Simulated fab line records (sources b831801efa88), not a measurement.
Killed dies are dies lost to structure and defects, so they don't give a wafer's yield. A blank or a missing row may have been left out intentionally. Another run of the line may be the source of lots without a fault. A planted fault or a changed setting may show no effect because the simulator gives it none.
Problem report, 8D (eight disciplines) form, completed by code || flow gf180mcu || the parts of the form that need people (team, actions taken, sign-off) are left out

== 1. WHAT WENT WRONG ==
STI_CVD_03_THK at GF_STI_THK_MEAS_04 reads a mean of 242.1 nm on 6 wafers of 2 lots; wafers without a fault read 208.2 nm with a standard deviation of 2. That is +17 standard deviations from the usual mean.
Seen first at day 3 20:34 on film-metro-04, wafer L774.1. At this step, 31 wafers from 11 lots have a number in the record. Rule for "out", or "out of limits": more than 4 standard deviations from the usual mean. The other wafers with a number count as sound.

== 2. WHAT IT IS, AND WHAT IT ISN'T ==
{"question": "which readings at this step", "is": "STI_CVD_03_THK", "is not": "-"}
{"question": "which lots", "is": "L774, L775", "is not": "L763, L764, L766, L769, L781, L782, L783, L784, L786"}
{"question": "which wafers of those lots", "is": "all that have a number", "is not": "-"}
{"question": "read on which gauges", "is": "film-metro-01, film-metro-04", "is not": "film-metro-02"}
{"question": "when", "is": "from day 3 20:34", "is not": "up to then (11 sound wafers); but 14 sound wafers of L781, L782, L783, L784, L786 came after"}

== 3. THE SUSPECTS, EACH WITH WHAT RULES IT OUT ==
Counting: any tool at a process step up to the reading is kept as a suspect provided that every lot that is out went through it and no sound lot did after the first of them.
- the gauge at GF_STI_THK_MEAS_04 is ruled out. The wafers that are out were read on 2 gauges (film-metro-01, film-metro-04).
- lpcvd-01 at GF_STI_CVD_03 (deposits Si3N4 from DCS/NH3, target thk 207.16 nm, time 3551 s): kept. It ran every lot that is out, first L774 (day 3 18:34), and no sound lot after that; its last sound lot up to then is L763 (day 1 11:34). Its own readings are out on those wafers: spike-tc-centre-C, spike-tc-lower-C, spike-tc-top-C, spike-tc-upper-C, susceptor-temp-C.
The count leaves lpcvd-01 at GF_STI_CVD_03.

== 4. THE CAUSE (what the simulator had put in) ==
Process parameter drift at GF_STI_CVD_03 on lpcvd-01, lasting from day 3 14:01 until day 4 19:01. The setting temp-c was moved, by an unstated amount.
Only this tool survived the counting.

== 5. THE EFFECT CHAIN, in route order ==
Rows list readings where the struck wafers' mean (over those with a number) sits beyond 3 standard deviations from the usual. Scope: only readings with a usual standard deviation given in the record; hours: median across lots of the time from each lot's start at the first step in this table that gives one to its start at this step; sigmas: change in usual standard deviations.
{"hours": 0, "step": "GF_STI_CVD_03", "reading": "spike-tc-centre-C", "usual": "770.5 C", "on struck wafers": 779.2, "change": "+8.7", "sigmas": "+7.9"}
{"hours": 0, "step": "GF_STI_CVD_03", "reading": "spike-tc-lower-C", "usual": "770.5 C", "on struck wafers": 779.4, "change": "+8.9", "sigmas": "+10"}
{"hours": 0, "step": "GF_STI_CVD_03", "reading": "spike-tc-top-C", "usual": "782.2 C", "on struck wafers": 789.7, "change": "+7.5", "sigmas": "+6.2"}
{"hours": 0, "step": "GF_STI_CVD_03", "reading": "spike-tc-upper-C", "usual": "770.6 C", "on struck wafers": 778.8, "change": "+8.2", "sigmas": "+6.3"}
{"hours": 0, "step": "GF_STI_CVD_03", "reading": "susceptor-temp-C", "usual": "770.0 C", "on struck wafers": 778.4, "change": "+8.4", "sigmas": "+26"}
{"hours": 2, "step": "GF_STI_THK_MEAS_04", "reading": "STI_CVD_03_THK", "usual": "208.2 nm", "on struck wafers": 242.1, "change": "+33.9", "sigmas": "+17"}
{"hours": 16, "step": "GF_STI_ETCH_13", "reading": "oes-product-au", "usual": "0.835 a.u.", "on struck wafers": 0.910, "change": "+0.075", "sigmas": "+12"}
Process steps it contains:
- GF_STI_CVD_03: deposits Si3N4 from DCS/NH3, target thk 207.16 nm, time 3551 s.
- GF_STI_ETCH_13: etches the open film in CHF3/O2, stops on Si, target depth 282.31 nm, time 112.9 s.
Later measuring or inspecting steps at which every struck wafer that the step has a row for has a number for every such reading, and none has moved that far: GF_STI_CD_MEAS_12, GF_MVSD_OVL_MEAS_07.

== 6. HOW IT WOULD HAVE BEEN CAUGHT EARLIER ==
7 hours passed between the start of the fault at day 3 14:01 and the first reading out of limits at a measuring or inspecting step in this record, taken at day 3 20:34.
Tool's own readings at GF_STI_CVD_03, spike-tc-centre-C, spike-tc-lower-C, spike-tc-top-C, spike-tc-upper-C, susceptor-temp-C: out on all struck wafers the step has rows for; an alarm limit on them would have tripped on the first.
Of the lots that are out (2), L775 began GF_STI_CVD_03 on lpcvd-01 after day 3 20:34. Holding the tool at that time would have saved it.
